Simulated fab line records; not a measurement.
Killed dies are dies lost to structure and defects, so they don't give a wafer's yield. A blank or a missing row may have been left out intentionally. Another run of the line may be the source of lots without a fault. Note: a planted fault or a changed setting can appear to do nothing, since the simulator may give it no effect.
A struck lot beside a sound one ; flow sky130 ; 29 out of 708 route steps
Sound: wafers L117.1, L117.3, L117.6. Wafers struck: L124.1, L124.2, L124.4. The cause is named last.
Each step with rows lists, per side, the tool, then ch with its chambers, then its first start. Under that, the readings that differ: sound wafers ; struck wafers ; difference of the means ; sigmas: that difference in standard deviations of wafers without a fault.
alike: words and numbers the same on both sides, and readings whose means are apart by under 2 such deviations; not compared: readings that were withheld, readings missing a value for some wafer, numbers with overlapping values and no deviation given by the record, and bounds like >300 which may hide the same value.
Wherever a step has rows on one side only, a row that says differs or no value, or a row with sigmas, the two part there. Non-overlapping numbers with no deviation appear without sigmas and do not part them. A reading missing from all wafers of one side parts the sides only when that side holds two or more wafers.

first, 1 step without rows for these wafers: SKY_LDD_HVN_IMPLANT_08.
SKY_LDD_HVN_STRIP_09: strips in O2/N2.
  sound on plasmaAsher-04 ch 0, day 21 03:19; struck on plasmaAsher-03 ch 0,1, day 24 00:04
  alike: chamberPressureMTorr, drypumpMotorCurrentA, oesProductAu, stripTimeToEndpointS
  not compared: rfHoursCounterH
SKY_LDD_HVN_TW_MEAS_10:
  sound on filmMetro-04 at day 21 03:25; struck on filmMetro-03 at day 24 00:10
  alike: LDD_HVN_TW
then, 7 steps without rows for these wafers: SKY_LDD_HVP_DEHYDRATE_00 (time 60 s); SKY_LDD_HVP_HMDS_01 (prime time 60 s); SKY_LDD_HVP_COAT_02 (resist thk 300 nm); SKY_LDD_HVP_SOFTBAKE_03 (time 60 s); SKY_LDD_HVP_EXPOSE_04 (exposes mask HVPTM, target cd 700 nm); SKY_LDD_HVP_PEB_05; SKY_LDD_HVP_DEVELOP_06 (develop time 60 s).
SKY_LDD_HVP_OVL_MEAS_07:
  sound on overlay-02 at day 22 10:25; struck on overlay-02 at day 25 05:23
  alike: LDD_HVP_OVL
after that, 1 step had no rows for these wafers: SKY_LDD_HVP_IMPLANT_08.
SKY_LDD_HVP_STRIP_09: strips in O2/N2.
  sound on plasmaAsher-01 ch 1, day 22 10:37; struck on plasmaAsher-01 ch 0,1, day 25 05:34
  no value came back on the struck wafers for chamberPressureMTorr (mTorr), drypumpMotorCurrentA (A), oesProductAu (a.u.), stripTimeToEndpointS (s); on the sound wafers chamberPressureMTorr (mTorr) reads 1497.5 1500.5 1500.5
reading;sound;struck;difference;sigmas
model.NOVOLAK_of_LDD_HVP_COAT_02.thkNm (nm);0 0 0;298.4 299.7 298.8;+299.0;
  not compared: rfHoursCounterH
SKY_LDD_HVP_TW_MEAS_10:
  sound on filmMetro-04 at day 22 10:43; struck on filmMetro-04 at day 25 05:40
  alike: LDD_HVP_TW
then, 7 steps without rows for these wafers: SKY_LDD_LDN_DEHYDRATE_00 (time 60 s); SKY_LDD_LDN_HMDS_01 (prime time 60 s); SKY_LDD_LDN_COAT_02 (resist thk 1140 nm); SKY_LDD_LDN_SOFTBAKE_03 (time 60 s); SKY_LDD_LDN_EXPOSE_04 (exposes mask LDNTM, target cd 700 nm); SKY_LDD_LDN_PEB_05; SKY_LDD_LDN_DEVELOP_06 (develop time 60 s).
SKY_LDD_LDN_OVL_MEAS_07:
  sound on overlay-01 at day 23 16:08; struck on overlay-01 at day 26 10:46
reading;sound;struck;difference;sigmas
LDD_LDN_OVL (nm);3.1 3.3 2.3;-0.9 -1.3 0.2;-3.6;-3
then, 4 steps without rows for these wafers: SKY_LDD_LDN_IMPLANT_08; SKY_LDD_LDN_IMPLANT_09; SKY_LDD_LDN_IMPLANT_10; SKY_LDD_LDN_IMPLANT_11.
SKY_LDD_LDN_STRIP_12: strips in O2/N2.
  sound on plasmaAsher-02 ch 0,1, day 23 16:46; struck on plasmaAsher-04 ch 0,1, day 26 11:24
reading;sound;struck;difference;sigmas
stripTimeToEndpointS (s);14.21 14.22 14.21;18.76 18.70 18.73;+4.52;+99 or more
  alike: chamberPressureMTorr, drypumpMotorCurrentA, oesProductAu
  not compared: rfHoursCounterH
SKY_LDD_LDN_TW_MEAS_13:
  sound on filmMetro-02 at day 23 16:52; struck on filmMetro-02 at day 26 11:30
reading;sound;struck;difference;sigmas
LDD_LDN_TW;1488 1497 1501;31 31 30;-1465;-70
then, 1 step without rows for these wafers: SKY_LDD_LDN_CLEAN_14 (cleans in SC1/SC2, time 150 s).

WHERE THEY PART
Last at SKY_LDD_LDN_TW_MEAS_13 as far as this record goes, first at SKY_LDD_HVP_STRIP_09.

WHY: what had been put in by the simulator
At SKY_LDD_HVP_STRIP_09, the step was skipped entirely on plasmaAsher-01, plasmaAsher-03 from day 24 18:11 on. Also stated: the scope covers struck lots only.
